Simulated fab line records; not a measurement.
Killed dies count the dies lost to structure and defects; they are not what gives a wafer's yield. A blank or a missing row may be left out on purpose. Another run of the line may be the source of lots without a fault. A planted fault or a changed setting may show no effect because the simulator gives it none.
Which of the tools did it? :: flow sky130 :: Sampling: 24 lots, 72 wafers, 3 of 708 route steps

## WHAT THE GAUGES SHOWED, per wafer
SKY_METAL1_RS_MEAS_05: the measuring method here is four-point-probe.
lot: L074
measured: day 31 03:51
on: film-metro-04
METAL1_ALCU_RS (ohm/sq): 0.1273 0.1268 0.1269

lot: L075
measured: day 31 06:44
on: film-metro-04
METAL1_ALCU_RS (ohm/sq): 0.1265 0.1279 0.1262

lot: L076
measured: day 31 20:01
on: film-metro-03
METAL1_ALCU_RS (ohm/sq): 0.1257 0.1247 0.1253

lot: L077
measured: day 32 03:20
on: film-metro-01
METAL1_ALCU_RS (ohm/sq): 0.1295 0.1296 0.1308

lot: L078
measured: day 32 10:14
on: film-metro-01
METAL1_ALCU_RS (ohm/sq): 0.1236 0.1242 0.1237

lot: L079
measured: day 33 05:10
on: film-metro-04
METAL1_ALCU_RS (ohm/sq): 0.1281 0.1264 0.1279

lot: L080
measured: day 33 13:07
on: film-metro-01
METAL1_ALCU_RS (ohm/sq): 0.1269 0.1288 0.1274

lot: L081
measured: day 33 14:31
on: film-metro-01
METAL1_ALCU_RS (ohm/sq): 0.1233 0.1234 0.1234

lot: L082
measured: day 34 04:06
on: film-metro-01
METAL1_ALCU_RS (ohm/sq): 0.1269 0.1277 0.1299

lot: L083
measured: day 34 06:44
on: film-metro-04
METAL1_ALCU_RS (ohm/sq): 0.1266 0.1245 0.1269

lot: L084
measured: day 34 21:31
on: film-metro-01
METAL1_ALCU_RS (ohm/sq): 0.1282 0.1259 0.1287

lot: L086
measured: day 35 04:45
on: film-metro-03
METAL1_ALCU_RS (ohm/sq): 0.1294 0.1278 0.1285

lot: L085
measured: day 35 08:54
on: film-metro-04
METAL1_ALCU_RS (ohm/sq): 0.1266 0.1257 0.1276

lot: L087
measured: day 35 17:31
on: film-metro-03
METAL1_ALCU_RS (ohm/sq): 0.1248 0.1266 0.1254

lot: L088
measured: day 36 04:29
on: film-metro-01
METAL1_ALCU_RS (ohm/sq): 0.1242 0.1254 0.1249

lot: L089
measured: day 36 07:13
on: film-metro-04
METAL1_ALCU_RS (ohm/sq): 0.1258 0.1259 0.1254

lot: L090
measured: day 36 14:26
on: film-metro-04
METAL1_ALCU_RS (ohm/sq): 0.1275 0.1291 0.1268

lot: L091
measured: day 36 20:22
on: film-metro-03
METAL1_ALCU_RS (ohm/sq): 0.1254 0.1249 0.1251

lot: L092
measured: day 37 05:39
on: film-metro-03
METAL1_ALCU_RS (ohm/sq): 0.1278 0.1276 0.1264

lot: L093
measured: day 39 04:59
on: film-metro-03
METAL1_ALCU_RS (ohm/sq): 0.1283 0.1278 0.1275

lot: L097
measured: day 39 05:29
on: film-metro-01
METAL1_ALCU_RS (ohm/sq): 0.1248 0.1270 0.1232

lot: L094
measured: day 39 07:38
on: film-metro-01
METAL1_ALCU_RS (ohm/sq): 0.1271 0.1281 0.1252

lot: L096
measured: day 39 08:51
on: film-metro-04
METAL1_ALCU_RS (ohm/sq): 0.1252 0.1237 0.1268

lot: L095
measured: day 39 11:08
on: film-metro-03
METAL1_ALCU_RS (ohm/sq): 0.1263 0.1258 0.1241

SKY_VIA1_THK_MEAS_01.
lot: L074
measured: day 32 08:10
on: film-metro-01
VIA1_HDPCVD_THK (nm): 1022 1016 1030

lot: L075
measured: day 32 11:30
on: film-metro-02
VIA1_HDPCVD_THK (nm): 1036 1037 1037

lot: L076
measured: day 33 00:38
on: film-metro-01
VIA1_HDPCVD_THK (nm): 1030 1035 1023

lot: L077
measured: day 33 08:29
on: film-metro-01
VIA1_HDPCVD_THK (nm): 1026 1025 1022

lot: L078
measured: day 33 14:01
on: film-metro-01
VIA1_HDPCVD_THK (nm): 1038 1027 1035

lot: L079
measured: day 34 09:20
on: film-metro-04
VIA1_HDPCVD_THK (nm): 1012 1043 1030

lot: L080
measured: day 34 16:19
on: film-metro-02
VIA1_HDPCVD_THK (nm): 1030 1044 1047

lot: L081
measured: day 34 18:29
on: film-metro-02
VIA1_HDPCVD_THK (nm): 1047 1058 1055

lot: L082
measured: day 35 07:47
on: film-metro-04
VIA1_HDPCVD_THK (nm): 1025 1038 1026

lot: L083
measured: day 35 10:46
on: film-metro-01
VIA1_HDPCVD_THK (nm): 1055 1046 1039

lot: L084
measured: day 36 01:35
on: film-metro-01
VIA1_HDPCVD_THK (nm): 1037 1043 1039

lot: L086
measured: day 36 09:11
on: film-metro-02
VIA1_HDPCVD_THK (nm): 1046 1049 1041

lot: L085
measured: day 36 11:53
on: film-metro-02
VIA1_HDPCVD_THK (nm): 1059 1055 1046

lot: L087
measured: day 36 21:06
on: film-metro-02
VIA1_HDPCVD_THK (nm): 1039 1055 1040

lot: L088
measured: day 37 08:32
on: film-metro-02
VIA1_HDPCVD_THK (nm): 1056 1037 1045

lot: L089
measured: day 37 10:22
on: film-metro-04
VIA1_HDPCVD_THK (nm): 1028 1036 1036

lot: L090
measured: day 37 17:38
on: film-metro-01
VIA1_HDPCVD_THK (nm): 1033 1024 1035

lot: L091
measured: day 37 22:39
on: film-metro-01
VIA1_HDPCVD_THK (nm): 1044 1043 1022

lot: L092
measured: day 38 07:59
on: film-metro-04
VIA1_HDPCVD_THK (nm): 1027 1042 1026

lot: L093
measured: day 40 08:08
on: film-metro-04
VIA1_HDPCVD_THK (nm): 1054 1037 1031

lot: L097
measured: day 40 08:13
on: film-metro-01
VIA1_HDPCVD_THK (nm): 1031 1033 1023

lot: L094
measured: day 40 10:08
on: film-metro-01
VIA1_HDPCVD_THK (nm): 1020 1035 1024

lot: L096
measured: day 40 11:01
on: film-metro-04
VIA1_HDPCVD_THK (nm): 1045 1042 1035

lot: L095
measured: day 40 13:13
on: film-metro-02
VIA1_HDPCVD_THK (nm): 1013 1024 1023

## TOOL THAT RAN EACH LOT (tool first, then ch and the chambers of the sampled wafers, then the start)
lot: L074
SKY_METAL1_SPUTTER_04: pvd-sputter-02, day 31 03:48

lot: L075
SKY_METAL1_SPUTTER_04: pvd-sputter-02, day 31 06:38

lot: L076
SKY_METAL1_SPUTTER_04: pvd-sputter-01, day 31 19:56

lot: L077
SKY_METAL1_SPUTTER_04: pvd-sputter-02, day 32 03:16

lot: L078
SKY_METAL1_SPUTTER_04: pvd-sputter-01, day 32 10:11

lot: L079
SKY_METAL1_SPUTTER_04: pvd-sputter-03, day 33 05:07

lot: L080
SKY_METAL1_SPUTTER_04: pvd-sputter-02, day 33 13:04

lot: L081
SKY_METAL1_SPUTTER_04: pvd-sputter-01, day 33 14:27

lot: L082
SKY_METAL1_SPUTTER_04: pvd-sputter-02, day 34 04:02

lot: L083
SKY_METAL1_SPUTTER_04: pvd-sputter-01, day 34 06:41

lot: L084
SKY_METAL1_SPUTTER_04: pvd-sputter-01, day 34 21:28

lot: L086
SKY_METAL1_SPUTTER_04: pvd-sputter-02, day 35 04:41

lot: L085
SKY_METAL1_SPUTTER_04: pvd-sputter-03, day 35 08:51

lot: L087
SKY_METAL1_SPUTTER_04: pvd-sputter-02, day 35 17:28

lot: L088
SKY_METAL1_SPUTTER_04: pvd-sputter-01, day 36 04:22

lot: L089
SKY_METAL1_SPUTTER_04: pvd-sputter-03, day 36 07:10

lot: L090
SKY_METAL1_SPUTTER_04: pvd-sputter-02, day 36 14:23

lot: L091
SKY_METAL1_SPUTTER_04: pvd-sputter-03, day 36 20:19

lot: L092
SKY_METAL1_SPUTTER_04: pvd-sputter-02, day 37 05:35

lot: L093
SKY_METAL1_SPUTTER_04: pvd-sputter-02, day 39 04:55

lot: L097
SKY_METAL1_SPUTTER_04: pvd-sputter-01, day 39 05:26

lot: L094
SKY_METAL1_SPUTTER_04: pvd-sputter-01, day 39 07:34

lot: L096
SKY_METAL1_SPUTTER_04: pvd-sputter-01, day 39 08:48

lot: L095
SKY_METAL1_SPUTTER_04: pvd-sputter-01, day 39 11:05
- SKY_METAL1_SPUTTER_04: material TiN, target thk 70 nm, time 58.3 s.

## AS READ BY THE TOOLS THEMSELVES (means over the sampled wafers that have a number; for cases with no such wafer, the mark the record gives instead)
SKY_METAL1_SPUTTER_04.
lot: L074
tool: pvd-sputter-02
throttle-valve-pct (%): 29.8

lot: L075
tool: pvd-sputter-02
throttle-valve-pct (%): 29.7

lot: L076
tool: pvd-sputter-01
throttle-valve-pct (%): 31.0

lot: L077
tool: pvd-sputter-02
throttle-valve-pct (%): 29.1

lot: L078
tool: pvd-sputter-01
throttle-valve-pct (%): 31.1

lot: L079
tool: pvd-sputter-03
throttle-valve-pct (%): 30.4

lot: L080
tool: pvd-sputter-02
throttle-valve-pct (%): 30.5

lot: L081
tool: pvd-sputter-01
throttle-valve-pct (%): 31.0

lot: L082
tool: pvd-sputter-02
throttle-valve-pct (%): 30.3

lot: L083
tool: pvd-sputter-01
throttle-valve-pct (%): 30.3

lot: L084
tool: pvd-sputter-01
throttle-valve-pct (%): 30.3

lot: L086
tool: pvd-sputter-02
throttle-valve-pct (%): 30.8

lot: L085
tool: pvd-sputter-03
throttle-valve-pct (%): 30.2

lot: L087
tool: pvd-sputter-02
throttle-valve-pct (%): 30.4

lot: L088
tool: pvd-sputter-01
throttle-valve-pct (%): 31.0

lot: L089
tool: pvd-sputter-03
throttle-valve-pct (%): 30.3

lot: L090
tool: pvd-sputter-02
throttle-valve-pct (%): 30.2

lot: L091
tool: pvd-sputter-03
throttle-valve-pct (%): 30.2

lot: L092
tool: pvd-sputter-02
throttle-valve-pct (%): 29.9

lot: L093
tool: pvd-sputter-02
throttle-valve-pct (%): 29.8

lot: L097
tool: pvd-sputter-01
throttle-valve-pct (%): 30.5

lot: L094
tool: pvd-sputter-01
throttle-valve-pct (%): 30.5

lot: L096
tool: pvd-sputter-01
throttle-valve-pct (%): 30.7

lot: L095
tool: pvd-sputter-01
throttle-valve-pct (%): 30.9

## THE ANSWER, worked out from the rows above alone
Rule: the usual values come from the lots themselves. The widest of any qualifying gaps counts: lots, ordered by their means at a reading, are off when they make up no more than a third of the lots, leave a main group of 4 or more, and stand apart from it by 3 or more times the standard deviation of that group's means. A main group whose means are all the same, to the digits that the tables above print for the reading, isn't used. A lot without any number at a reading at which 4 lots or more have one is off too. Where the step has rows for the other lots, those lots are counted as sound. First the gauges in route order, then the tools' own readings, where a lot's mean is used as printed above. The first step at which some lot is off is used, and at that step the reading that is off furthest; a lot without a number counts as furthest.
None of the lots is off at any reading shown; this tells nothing.

## WHAT HAD BEEN PUT IN BY THE SIMULATOR
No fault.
